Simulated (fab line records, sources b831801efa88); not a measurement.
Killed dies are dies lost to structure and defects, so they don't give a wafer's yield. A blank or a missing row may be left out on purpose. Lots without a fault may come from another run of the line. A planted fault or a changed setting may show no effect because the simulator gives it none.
Split-lot experiment | flow sfq_line | 5 lots, 23 wafers read, on a route of 325 steps

THE SPLIT
At SFQ_TRILAYER_M1_LITHO_EXPOSE_040 (exposes mask M1, target cd 500 nm), the setting dose_mj was moved away from the recipe's 14.4 on 4 of the 23 wafers read, by -4.2% to +5.5%. The other wafers ran this setting at the recipe's value.

FROM THE SPLIT TO THE READING: what the file shows between them, 3 steps
- SFQ_TRILAYER_M1_LITHO_PEB_042: peb time 60 s
- SFQ_TRILAYER_M1_LITHO_DEVELOP_041: time 60 s
- SFQ_TRILAYER_M1_BARC_OPEN_METAL_ETCH_054: etches BARC in O2, target depth 125 nm, time 41.7 s

THE READING
M1.cd_nm (the simulator's own value, which no gauge read), in nm, at SFQ_TRILAYER_M1_ETCH_METAL_ETCH_042 (etches Nb in Cl2/Ar, stops on SiO2, target depth 240 nm, time 120 s). The file gives no usual value for it. The 19 wafers here that ran the recipe average 500.0 nm, standard deviation 1.3 nm.

wafer  | tool, chamber at the split | dose_mj as run | against the recipe | M1.cd_nm, nm | against lot-mates on the recipe
L074.1 | krf_scanner-02, 0          | 14.4           | recipe             | 501.1        | -
L074.2 | krf_scanner-02, 0          | 14.4           | recipe             | 502.2        | -
L074.4 | krf_scanner-02, 0          | 14.4           | recipe             | 501          | -
L074.5 | krf_scanner-02, 0          | 14.4           | recipe             | 500.9        | -
L074.6 | krf_scanner-02, 0          | 14.4           | recipe             | 501.3        | -
L077.4 | krf_scanner-02, 0          | 14.4           | recipe             | 498          | -
L077.5 | krf_scanner-02, 0          | 14.4           | recipe             | 498          | -
L077.6 | krf_scanner-02, 0          | 14.4           | recipe             | 499.5        | -
L078.1 | krf_scanner-02, 0          | 15.19          | +5.5%              | 489.7        | -9.9
L078.2 | krf_scanner-02, 0          | 14.4           | recipe             | 499.4        | -
L078.4 | krf_scanner-02, 0          | 14.4           | recipe             | 499.2        | -
L078.5 | krf_scanner-02, 0          | 14.4           | recipe             | 500.3        | -
L078.6 | krf_scanner-02, 0          | 15.19          | +5.5%              | 491.6        | -8.0
L080.1 | krf_scanner-01, 0          | 14.4           | recipe             | 499.6        | -
L080.3 | krf_scanner-01, 0          | 14.4           | recipe             | 501.5        | -
L080.4 | krf_scanner-01, 0          | 14.4           | recipe             | 500.5        | -
L080.5 | krf_scanner-01, 0          | 14.4           | recipe             | 501.2        | -
L080.6 | krf_scanner-01, 0          | 14.4           | recipe             | 500.9        | -
L084.1 | krf_scanner-01, 0          | 14.4           | recipe             | 498.8        | -
L084.2 | krf_scanner-01, 0          | 14.4           | recipe             | 497.7        | -
L084.3 | krf_scanner-01, 0          | 14.4           | recipe             | 498.7        | -
L084.5 | krf_scanner-01, 0          | 13.8           | -4.2%              | 505.3        | +6.9
L084.6 | krf_scanner-01, 0          | 13.8           | -4.2%              | 505          | +6.6

THE FIT
A straight line over all 23 wafers: M1.cd_nm changes by -1.53 nm for each +1% of dose_mj; r = -0.92; the points scatter about the line by 1.3 nm.
The same after taking each lot's own level away (the mean of its wafers on the recipe; 23 wafers): -1.63 nm for each +1%; r = -0.98; scatter 0.62 nm.
On that fit, the largest move of dose_mj shifts the reading by 8.9 nm.
The lots' own levels span 498.40 to 501.30 nm, that is 2.2 times the standard deviation above.
So the lot-to-lot level changes the slope little: the two slopes agree.
Check: with one of the wafers moved furthest among these (+5.5%) left out of the fit, the line predicts -8.43 nm for it against its lot-mates. It came out at -9.93 nm against them.

OTHER SPLITS ON THESE WAFERS
These wafers also went through other splits before the reading. Each is held against what the fit with the lots' levels taken away leaves over:
other split on the same wafers                 | wafers away from the commonest value | r with M1.cd_nm (lot level and that fit taken away)
SFQ_TRILAYER_L0_LITHO_COAT_005 spin_rpm        | 8                                    | -0.06
SFQ_TRILAYER_L0_LITHO_PEB_008 peb_temp_c       | 4                                    | +0.26
SFQ_TRILAYER_L0_VIA_LITHO_COAT_013 spin_rpm    | 6                                    | +0.07
SFQ_TRILAYER_M0_DEP_SPUTTER_019 time_s         | 10                                   | -0.38
SFQ_TRILAYER_M0_LITHO_COAT_021 spin_rpm        | 11                                   | +0.09
SFQ_TRILAYER_M0_ETCH_METAL_ETCH_024 time_s     | 10                                   | +0.06
SFQ_TRILAYER_I0_CMP_CMP_028 leave_above_ref_nm | 5                                    | +0.12
SFQ_TRILAYER_I0_VIA_ETCH_VIA_ETCH_034 source_w | 7                                    | -0.12

THE WHOLE CHAIN: every reading that the file lists as answering this split, in the file's order
step                                     | what it does                                                        | reading                                                   | change (the file's fit)              | r (the file's)
SFQ_TRILAYER_M1_BARC_OPEN_METAL_ETCH_054 | etches BARC in O2, target depth 125 nm, time 41.7 s                 | M1.cd_nm (the simulator's own value, which no gauge read) | -1.67 nm for each +1% of the setting | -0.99
SFQ_TRILAYER_M1_ETCH_METAL_ETCH_042      | etches Nb in Cl2/Ar, stops on SiO2, target depth 240 nm, time 120 s | M1.cd_nm (the simulator's own value, which no gauge read) | -1.63 nm for each +1% of the setting | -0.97

THE FILE'S OWN FIT
M1.cd_nm changes by -1.63 nm for each +1% of dose_mj, r = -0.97.
